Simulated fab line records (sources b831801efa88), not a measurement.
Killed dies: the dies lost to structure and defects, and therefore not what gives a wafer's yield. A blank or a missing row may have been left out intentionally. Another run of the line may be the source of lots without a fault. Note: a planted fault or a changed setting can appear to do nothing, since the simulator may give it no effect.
A struck lot beside a sound one | flow sky130 | 16 out of 708 route steps
Sound: these wafers, L349.1, L349.3, L349.4. The struck wafers were L344.2, L344.5, L344.6. The cause comes at the end.
For every step that has rows: the tool of each side, followed by ch and its chambers, followed by its first start. Under that, the readings that differ: sound wafers | struck wafers | difference of the means | sigmas: that difference in standard deviations of wafers without a fault.
alike: readings with means less than 2 such deviations apart, plus words and numbers identical on both sides. not compared: withheld readings, readings lacking a value on some wafer, bounds such as >300 that could conceal the same value, and numbers that have no deviation in the record and whose values overlap.
The two part at a step that has a row with sigmas, a row that says differs or no value, or rows on one side only. Numbers that don't overlap but have no deviation are shown without sigmas and don't part them. A reading that every wafer of one side lacks parts them only if that side has two wafers or more.

SKY_FIELD_ISO_STRIP_16: strips in O2/N2.
  sound on plasma_asher-02 ch 0,1, day 5 22:13; struck on plasma_asher-04 ch 0,1, day 4 18:59
  alike: drypump_motor_current_A, oes_product_au, strip_time_to_endpoint_s
  not compared: rf_hours_counter_h
SKY_FIELD_ISO_ETCH_17: etches Si in HBr/Cl2/O2, target depth 342 nm, time 97.7 s.
  sound on rie_si-02 ch 0,2,3, day 5 22:19; struck on rie_si-02 ch 0,2,3, day 4 19:05
  alike: HBr_flow_sccm, O2_flow_sccm, drypump_motor_current_A, oes_product_au, throttle_valve_pct
  not compared: rf_hours_counter_h
then, 5 steps without rows for these wafers: SKY_FIELD_ISO_WET_ETCH_18 (etches Si3N4 in H3PO4, target depth 25 nm, time 286 s); SKY_FIELD_ISO_CLEAN_19 (cleans in SC1/SC2, time 150 s); SKY_FIELD_ISO_CLEAN_20 (cleans in dHF, time 20 s); SKY_FIELD_ISO_WET_ETCH_21 (etches SiO2 in dHF, target depth 20 nm, time 400 s); SKY_FIELD_ISO_OXIDATION_22 (stabilise 600 s, purge 300 s, target thk 10 nm).
SKY_FIELD_ISO_THK_MEAS_23:
  sound on film_metro-01, day 6 00:05; struck on film_metro-02, day 4 20:37
  alike: FIELD_ISO_OXIDATION_01_THK
then, 1 step without rows for these wafers: SKY_FIELD_ISO_CVD_24 (deposits SiO2, target thk 595 nm, time 99.2 s).
SKY_FIELD_ISO_THK_MEAS_25:
  sound on film_metro-02, day 6 00:13; struck on film_metro-04, day 4 20:45
  alike: FIELD_ISO_CVD_24_THK
then, 1 step without rows for these wafers: SKY_FIELD_ISO_ANNEAL_26 (time 1800 s).
SKY_FIELD_ISO_CMP_27: polishes, stops on Si3N4, t overpolish 16 s, target thk 457.8 nm.
  sound on cmp-01 ch 0,2,3, day 6 02:46; struck on cmp-01 ch 0,2,3, day 4 23:26
  alike: motor_current_A, overpolish_run_s, slurry_filter_dp_kPa, time_to_endpoint_s
SKY_FIELD_ISO_WET_ETCH_28: etches SiO2 in dHF, target depth 23.7 nm, time 47 s.
  sound on wet_bench-01 ch 2, day 6 03:04; struck on wet_bench-04 ch 1, day 4 23:35
  no value came back on the struck wafers for bath_heat_duty_pct (%), run_length_s (s), temp_c (C); on the sound wafers bath_heat_duty_pct (%) reads 4.9 6.2 5.0
  reading                                    | sound             | struck            | difference | sigmas
  model.SiO2_of_FIELD_ISO_CVD_24.thk_nm (nm) | 432.6 433.8 431.7 | 458.2 456.9 456.6 | +24.5      |
then, 1 step without rows for these wafers: SKY_FIELD_ISO_WET_ETCH_29 (etches Si3N4 in H3PO4, target depth 160 nm, time 1825 s).
SKY_FIELD_ISO_WET_ETCH_30: etches SiO2 in dHF, target depth 25 nm, time 50 s.
  sound on wet_bench-01 ch 1, day 6 03:37; struck on wet_bench-01 ch 1, day 5 00:16
  reading                                    | sound             | struck          | difference | sigmas
  run_length_s (s)                           | 75 75 75          | 83 83 83        | +8         | +2
  model.SiO2_of_FIELD_ISO_CVD_24.thk_nm (nm) | 403.5 404.9 402.6 | 429 427.5 427.4 | +24        |
  alike: bath_heat_duty_pct, temp_c
-- here the record skips 45 days between the struck wafers' starts before and after, leaving off in module FIELD_ISO and picking up in module PAD_OPEN (first step shown: number 708 of the route) --
SKY_PAD_OPEN_PROBE_99:
  sound on prober-02, day 50 14:44; struck on prober-02, day 50 08:20
  reading             | sound    | struck                                                               | difference                   | sigmas
  hold                | - - -    | await_dispo/2.3h/scrap await_dispo/2.3h/scrap await_dispo/2.3h/scrap | no value on the sound wafers |
  killed_at_front_end | 13 18 13 | 423 426 436                                                          | +414                         | +84
  killed_dies         | 78 86 90 | 492 492 492                                                          | +407                         | +42
  killed_on_rim       | 10 16 18 | 96 96 96                                                             | +81                          | +22
  alike: killed_at_M0_to_M3, killed_at_M4_up, killed_at_contacts, killed_at_other, killed_open, killed_short

## WHERE THEY PART
Last at SKY_PAD_OPEN_PROBE_99 as far as this record goes, first at SKY_FIELD_ISO_WET_ETCH_28.

WHY: what the simulator had put in
Whole step skipped at SKY_FIELD_ISO_WET_ETCH_28 on wet_bench-04, starting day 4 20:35. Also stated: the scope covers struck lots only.
